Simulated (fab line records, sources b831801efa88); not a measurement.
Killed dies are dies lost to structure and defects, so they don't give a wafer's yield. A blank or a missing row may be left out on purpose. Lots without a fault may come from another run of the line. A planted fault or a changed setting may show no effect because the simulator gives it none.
A struck lot beside a sound one | flow sfq_line | 13 steps out of a route of 325
Sound: wafers L902.3, L902.4, L902.5. Struck: wafers L910.2, L910.3, L910.6. The cause comes at the end.
At each step with rows: each side's tool, then ch and its chambers, then its first start. Under that, the readings that differ: sound wafers | struck wafers | difference of the means | sigmas: that difference in standard deviations of wafers without a fault.
alike: readings whose means differ by less than 2 such deviations, and words and numbers that are the same on both sides. not compared: withheld readings, readings that some wafer has no value for, bounds like >300 that may hide the same value, and numbers for which the record gives no deviation and whose values overlap.
The two part at a step that has a row with sigmas, a row that says differs or no value, or rows on one side only. Numbers that don't overlap but have no deviation are shown without sigmas and don't part them. A reading that every wafer of one side lacks parts them only if that side has two wafers or more.

SFQ_TRILAYER_L0_VIA_ETCH_VIA_ETCH_016: etches SiO2 in CHF3, stops on MoNx KI, target depth 80 nm.
  sound on rie_diel-03 ch 0,1,3, day 7 01:37; struck on rie_diel-03 ch 2,3, day 9 03:27
  alike: drypump_motor_current_A, oes_product_au
SFQ_TRILAYER_L0_VIA_STRIP_STRIP_017: strips in O2.
  sound on rie_metal-04 ch 0, day 7 02:04; struck on rie_metal-01 ch 1, day 9 03:30
  alike: drypump_motor_current_A, oes_product_au
  not compared: rf_hours_counter_h
then, 2 steps without rows for these wafers: SFQ_TRILAYER_L0_VIA_STRIP_SOLV_CLEAN_018 (cleans in NMP, time 600 s); SFQ_TRILAYER_M0_DEP_PRE_CLEAN_020 (time 15 s).
SFQ_TRILAYER_M0_DEP_SPUTTER_019: material Nb, target thk 200 nm, time 133.3 s.
  sound on pvd_sputter-06, day 7 03:04; struck on pvd_sputter-05, day 9 04:18
  alike: base_pressure_pa, cathode_dc_power_W, throttle_valve_pct
SFQ_M0_RS_MEAS_904: measures by four-point-probe.
  sound on film_metro-03, day 7 03:11; struck on film_metro-03, day 9 04:25
  alike: M0_NB_RS
then, 5 steps without rows for these wafers: SFQ_TRILAYER_M0_LITHO_COAT_026 (resist thk 62 nm); SFQ_TRILAYER_M0_LITHO_COAT_021 (resist thk 600 nm); SFQ_TRILAYER_M0_LITHO_SOFTBAKE_025; SFQ_TRILAYER_M0_LITHO_EXPOSE_022 (exposes mask M0, target cd 500 nm); SFQ_TRILAYER_M0_LITHO_PEB_024 (peb time 60 s).
-- the record jumps here: 2 days lie between the struck wafers' starts before and after --
SFQ_TRILAYER_M0_LITHO_DEVELOP_023: time 60 s.
  sound on litho_track-01 ch 0, day 9 10:06; struck on litho_track-01, day 11 15:38
  no value came back on the struck wafers for chill_plate_temp_C (C), exhaust_pa (Pa); on the sound wafers chill_plate_temp_C (C) reads 23.12 23.15 23.16
  reading                                             | sound             | struck          | difference | sigmas
  model.KrF_of_TRILAYER_M0_LITHO_COAT_021.thk_nm (nm) | 576.1 574.3 574.2 | 598.1 598 598.2 | +23.2      |
SFQ_M0_OVL_MEAS_906:
  sound on overlay-01, day 9 10:13; struck on overlay-01, day 11 15:46
  reading     | sound   | struck | difference                    | sigmas
  M0_OVL (nm) | 3 -3 -2 | - - -  | no value on the struck wafers |

WHERE THEY PART
First at SFQ_TRILAYER_M0_LITHO_DEVELOP_023; last, within this record, at SFQ_M0_OVL_MEAS_906.

WHY: what the simulator had put in
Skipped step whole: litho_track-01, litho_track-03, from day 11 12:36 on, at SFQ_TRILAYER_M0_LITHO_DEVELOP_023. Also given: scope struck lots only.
